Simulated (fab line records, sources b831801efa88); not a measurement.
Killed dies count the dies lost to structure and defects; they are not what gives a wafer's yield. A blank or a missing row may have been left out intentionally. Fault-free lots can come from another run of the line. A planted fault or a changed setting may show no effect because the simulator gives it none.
8D (eight disciplines) problem report, filled in by code / flow sky130 / the parts of the form that need people (team, actions taken, sign-off) are left out

## 1. THE ISSUE
Wafers without a fault read 44, standard deviation 6.5; killed_at_M0_to_M3 at SKY_PAD_OPEN_PROBE_99 reads a mean of 108 on 4 wafers belonging to 2 lots. That puts it +9.8 standard deviations away from the usual mean.
Seen first at day 47 08:01 on prober-01, wafer L394.2. Wafers with a number at this step in the record: 36, from 12 lots. Rule for "out", or "out of limits": more than 4 standard deviations from the usual mean. The rest of the wafers with a number are treated as sound.

## 2. WHAT IT IS; WHAT IT IS NOT
question=which readings at this step | is=killed_at_M0_to_M3, defectLimitedYield, killedDies | is not=killed_at_M4_up, killedAtContacts, killedAtOther
question=which lots | is=L394, L399 | is not=L388, L389, L391, L401, L406, L407, L408, L409, L410, L411
question=which wafers of those lots | is=L394.2, L394.6, L399.2, L399.6 | is not=L394.3, L399.3
question=read on which tools | is=prober-01 | is not=prober-02
question=when | is=from day 47 08:01 | is not=up to then (9 sound wafers); but 23 sound wafers of L394, L399, L401, L406, L407, L408, L409, L410, L411 came after

## 3. THE SUSPECTS, EACH WITH WHAT RULES IT OUT
Counting: any tool at a process step up to the reading remains a suspect provided it ran every lot that is out. Sound lots after the first of them don't rule it out here, since some wafers of a struck lot are sound.
- plasmaAsher-02 at SKY_METAL1_STRIP_20 (strips in O2/N2): kept. Ran every lot that is out, first one L394 (day 34 16:30); last sound lot up to then L389 (day 33 05:39).
- prober-01 at SKY_PAD_OPEN_PROBE_99: kept. Ran every lot that is out, first one L394 (day 47 08:01); last sound lot up to then L389 (day 46 05:47). Out on those wafers are its own readings of defectLimitedYield, killed_at_M0_to_M3, killedDies.
- Within plasmaAsher-02 at SKY_METAL1_STRIP_20: the wafers that are out ran in chamber 1; their sound lot-mates ran in chamber 0.
Left after counting: plasmaAsher-02 at SKY_METAL1_STRIP_20, prober-01 at SKY_PAD_OPEN_PROBE_99.

## 4. THE CAUSE (what the simulator had put in)
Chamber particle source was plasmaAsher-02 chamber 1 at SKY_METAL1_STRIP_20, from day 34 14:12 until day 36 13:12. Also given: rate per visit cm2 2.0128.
This tool is one of the 2 suspects left after counting.

## 5. THE CHAIN OF EFFECTS, in route order
One row per reading whose mean, taken over the struck wafers that have a number, lies over 3 standard deviations from the usual. Only readings for which the record gives a usual standard deviation are gone through. hours: the time from each lot's start at the first step in this table that gives one to its start at this step, as a median over the lots. sigmas: the change in usual standard deviations.
hours=0; step=SKY_PAD_OPEN_PROBE_99; reading=defectLimitedYield; usual=82.4 %; on struck wafers=71.4; change=-11.0; sigmas=-5.8
hours=0; step=SKY_PAD_OPEN_PROBE_99; reading=killed_at_M0_to_M3; usual=44; on struck wafers=108; change=+64; sigmas=+9.8
hours=0; step=SKY_PAD_OPEN_PROBE_99; reading=killedDies; usual=87; on struck wafers=140; change=+54; sigmas=+5.6
It contains these process steps:
- SKY_PAD_OPEN_PROBE_99

## 6. HOW IT WOULD HAVE BEEN CAUGHT EARLIER
In this record no reading fell out of limits until day 47 08:01, 306 hours after the fault had begun at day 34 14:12.
An alarm limit of 4 standard deviations would not have fired on the tool readings at SKY_METAL1_STRIP_20 for which the record gives a usual standard deviation, since none of them was out on any struck wafer.
Lots out: 2; all had begun SKY_METAL1_STRIP_20 on plasmaAsher-02 by day 47 08:01. None of them would have been spared by holding the tool at that moment.
